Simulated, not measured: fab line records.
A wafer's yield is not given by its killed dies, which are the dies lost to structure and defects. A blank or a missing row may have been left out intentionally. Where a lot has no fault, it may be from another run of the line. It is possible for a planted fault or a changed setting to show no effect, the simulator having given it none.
Check for tools in common || flow sky130 || 11 lots and 32 wafers in the sample

## WHAT PROMPTED THE OPENING
Flagged at SKY_METAL4_CD_MEAS_13: reading cd-nm, on 4 of 11 lots. Fault-free wafers read 300.2 nm, with a standard deviation of 1.2.
Rule: a lot is flagged when every wafer of it that has a number lies more than 4 standard deviations from that mean, or none has a number. As for the other lots, they are considered sound.

{"lot": "L903", "measured": "day 42 10:38", "on": "cd-sem-02", "cd-nm (nm), wafer by wafer": "300.8 299.2 300.0", "flag": ""}
{"lot": "L905", "measured": "day 42 19:16", "on": "cd-sem-01", "cd-nm (nm), wafer by wafer": "299.4 301.7 300.4", "flag": ""}
{"lot": "L904", "measured": "day 42 23:05", "on": "cd-sem-01", "cd-nm (nm), wafer by wafer": "287.0 287.3 286.3", "flag": "FLAGGED"}
{"lot": "L906", "measured": "day 43 03:22", "on": "cd-sem-01", "cd-nm (nm), wafer by wafer": "287.7 286.8 287.7", "flag": "FLAGGED"}
{"lot": "L908", "measured": "day 43 12:49", "on": "cd-sem-01", "cd-nm (nm), wafer by wafer": "288.9 290.0 291.4", "flag": "FLAGGED"}
{"lot": "L912", "measured": "day 44 12:04", "on": "cd-sem-02", "cd-nm (nm), wafer by wafer": "294.1 295.0 293.7", "flag": "FLAGGED"}
{"lot": "L916", "measured": "day 45 21:58", "on": "cd-sem-01", "cd-nm (nm), wafer by wafer": "302.4 300.9 300.7", "flag": ""}
{"lot": "L918", "measured": "day 46 05:24", "on": "cd-sem-02", "cd-nm (nm), wafer by wafer": "300.9 301.9 301.6", "flag": ""}
{"lot": "L919", "measured": "day 46 07:22", "on": "cd-sem-02", "cd-nm (nm), wafer by wafer": "300.4 302.7 300.4", "flag": ""}
{"lot": "L922", "measured": "day 47 09:27", "on": "cd-sem-02", "cd-nm (nm), wafer by wafer": "299.7 300.8 302.2", "flag": ""}
{"lot": "L926", "measured": "day 47 22:13", "on": "cd-sem-01", "cd-nm (nm), wafer by wafer": "297.7 297.2", "flag": ""}
On average the flagged lots' numbers are 289.7 nm, which is -10.5 nm against the usual, or -9 standard deviations.

## WHICH TOOL EACH LOT WENT THROUGH
3 process steps preceding the reading are held in the record, out of 708 steps in the route. In each cell: the tool, then ch and the chambers that the sampled wafers went through, then the start.
{"lot": "L903", "flag": "", "SKY_METAL3_DESCUM_15": "rie-metal-03 ch 0, day 39 07:01", "SKY_METAL3_ETCH_16": "rie-metal-03 ch 0, day 39 07:04", "SKY_METAL4_EXPOSE_10": "krf-scanner-02 ch 0, day 41 23:08"}
{"lot": "L905", "flag": "", "SKY_METAL3_DESCUM_15": "rie-metal-03 ch 0, day 39 15:02", "SKY_METAL3_ETCH_16": "rie-metal-03 ch 0, day 39 15:06", "SKY_METAL4_EXPOSE_10": "krf-scanner-02 ch 0, day 42 07:34"}
{"lot": "L904", "flag": "FLAGGED", "SKY_METAL3_DESCUM_15": "rie-metal-01 ch 0,1, day 39 19:47", "SKY_METAL3_ETCH_16": "rie-metal-01 ch 0,1, day 39 19:49", "SKY_METAL4_EXPOSE_10": "krf-scanner-02 ch 0, day 42 11:20"}
{"lot": "L906", "flag": "FLAGGED", "SKY_METAL3_DESCUM_15": "rie-metal-03 ch 0,1, day 39 23:16", "SKY_METAL3_ETCH_16": "rie-metal-03 ch 0,1, day 39 23:19", "SKY_METAL4_EXPOSE_10": "krf-scanner-02 ch 0, day 42 16:04"}
{"lot": "L908", "flag": "FLAGGED", "SKY_METAL3_DESCUM_15": "rie-metal-02 ch 0,1, day 40 10:44", "SKY_METAL3_ETCH_16": "rie-metal-02 ch 0,1, day 40 10:46", "SKY_METAL4_EXPOSE_10": "krf-scanner-02 ch 0, day 43 01:35"}
{"lot": "L912", "flag": "FLAGGED", "SKY_METAL3_DESCUM_15": "rie-metal-02 ch 0,1, day 41 11:07", "SKY_METAL3_ETCH_16": "rie-metal-02 ch 0,1, day 41 11:09", "SKY_METAL4_EXPOSE_10": "krf-scanner-02 ch 0, day 44 01:07"}
{"lot": "L916", "flag": "", "SKY_METAL3_DESCUM_15": "rie-metal-03 ch 0,1, day 42 23:52", "SKY_METAL3_ETCH_16": "rie-metal-03 ch 0,1, day 42 23:54", "SKY_METAL4_EXPOSE_10": "krf-scanner-01 ch 0, day 45 10:55"}
{"lot": "L918", "flag": "", "SKY_METAL3_DESCUM_15": "rie-metal-02 ch 0,1, day 43 09:01", "SKY_METAL3_ETCH_16": "rie-metal-02 ch 0,1, day 43 09:04", "SKY_METAL4_EXPOSE_10": "krf-scanner-01 ch 0, day 45 19:38"}
{"lot": "L919", "flag": "", "SKY_METAL3_DESCUM_15": "rie-metal-02 ch 0,1, day 43 10:22", "SKY_METAL3_ETCH_16": "rie-metal-02 ch 0,1, day 43 10:23", "SKY_METAL4_EXPOSE_10": "krf-scanner-01 ch 0, day 45 21:37"}
{"lot": "L922", "flag": "", "SKY_METAL3_DESCUM_15": "rie-metal-03 ch 0,1, day 44 13:55", "SKY_METAL3_ETCH_16": "rie-metal-03 ch 0,1, day 44 13:56", "SKY_METAL4_EXPOSE_10": "krf-scanner-01 ch 0, day 46 23:59"}
{"lot": "L926", "flag": "", "SKY_METAL3_DESCUM_15": "rie-metal-01 ch 1, day 45 03:18", "SKY_METAL3_ETCH_16": "rie-metal-01 ch 1, day 45 03:21", "SKY_METAL4_EXPOSE_10": "krf-scanner-01 ch 0, day 47 12:03"}
What these steps do:
- SKY_METAL3_DESCUM_15: chemistry O2, time 8 s.
- SKY_METAL3_ETCH_16: etches BARC in N2/H2, stops on SiO2, time 88.2 s, target depth 60 nm.
- SKY_METAL4_EXPOSE_10: exposes mask MM4, target cd 300 nm.
- SKY_METAL4_CD_MEAS_13: target cd 300 nm.

## FLAGGED AGAINST TOTAL, ONE TOOL AT A TIME (gauges that did the reading follow at the end)
{"step": "SKY_METAL3_DESCUM_15", "tool": "rie-metal-01", "lots run": 2, "flagged": 1, "share of the flagged lots": "some", "sound lots run after its first flagged lot": "1 (L926)"}
{"step": "SKY_METAL3_DESCUM_15", "tool": "rie-metal-02", "lots run": 4, "flagged": 2, "share of the flagged lots": "some", "sound lots run after its first flagged lot": "2 (L918,L919)"}
{"step": "SKY_METAL3_DESCUM_15", "tool": "rie-metal-03", "lots run": 5, "flagged": 1, "share of the flagged lots": "some", "sound lots run after its first flagged lot": "2 (L916,L922)"}
{"step": "SKY_METAL3_ETCH_16", "tool": "rie-metal-01", "lots run": 2, "flagged": 1, "share of the flagged lots": "some", "sound lots run after its first flagged lot": "1 (L926)"}
{"step": "SKY_METAL3_ETCH_16", "tool": "rie-metal-02", "lots run": 4, "flagged": 2, "share of the flagged lots": "some", "sound lots run after its first flagged lot": "2 (L918,L919)"}
{"step": "SKY_METAL3_ETCH_16", "tool": "rie-metal-03", "lots run": 5, "flagged": 1, "share of the flagged lots": "some", "sound lots run after its first flagged lot": "2 (L916,L922)"}
{"step": "SKY_METAL4_EXPOSE_10", "tool": "krf-scanner-01", "lots run": 5, "flagged": 0, "share of the flagged lots": "none", "sound lots run after its first flagged lot": "-"}
{"step": "SKY_METAL4_EXPOSE_10", "tool": "krf-scanner-02", "lots run": 6, "flagged": 4, "share of the flagged lots": "all", "sound lots run after its first flagged lot": 0}
{"step": "SKY_METAL4_CD_MEAS_13", "tool": "cd-sem-01", "lots run": 6, "flagged": 3, "share of the flagged lots": "some", "sound lots run after its first flagged lot": "2 (L916,L926)"}
{"step": "SKY_METAL4_CD_MEAS_13", "tool": "cd-sem-02", "lots run": 5, "flagged": 1, "share of the flagged lots": "some", "sound lots run after its first flagged lot": "3 (L918,L919,L922)"}

## THE TABLE: WHAT IT ALLOWS
Rows of the table that ran each flagged lot: 1, that is krf-scanner-02 at SKY_METAL4_EXPOSE_10.
- krf-scanner-02 at SKY_METAL4_EXPOSE_10 ran 6 lots, 4 of them flagged. It ran its last sound lot, L905, at day 42 07:34 and its first flagged lot, L904, at day 42 11:20: a fault with its onset between the two fits. Its own readings lie more than 4 standard deviations out on every wafer of the flagged lots: exposure-dose-mJ-cm2.
One tool is left: krf-scanner-02 at SKY_METAL4_EXPOSE_10.

## WHAT WAS PUT IN BY THE SIMULATOR
Process parameters drifting: krf-scanner-02 at SKY_METAL4_EXPOSE_10, beginning at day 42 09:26. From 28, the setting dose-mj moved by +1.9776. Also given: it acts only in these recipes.
Lots struck among those shown: L904, L906, L908, L912. The rule above found the same.
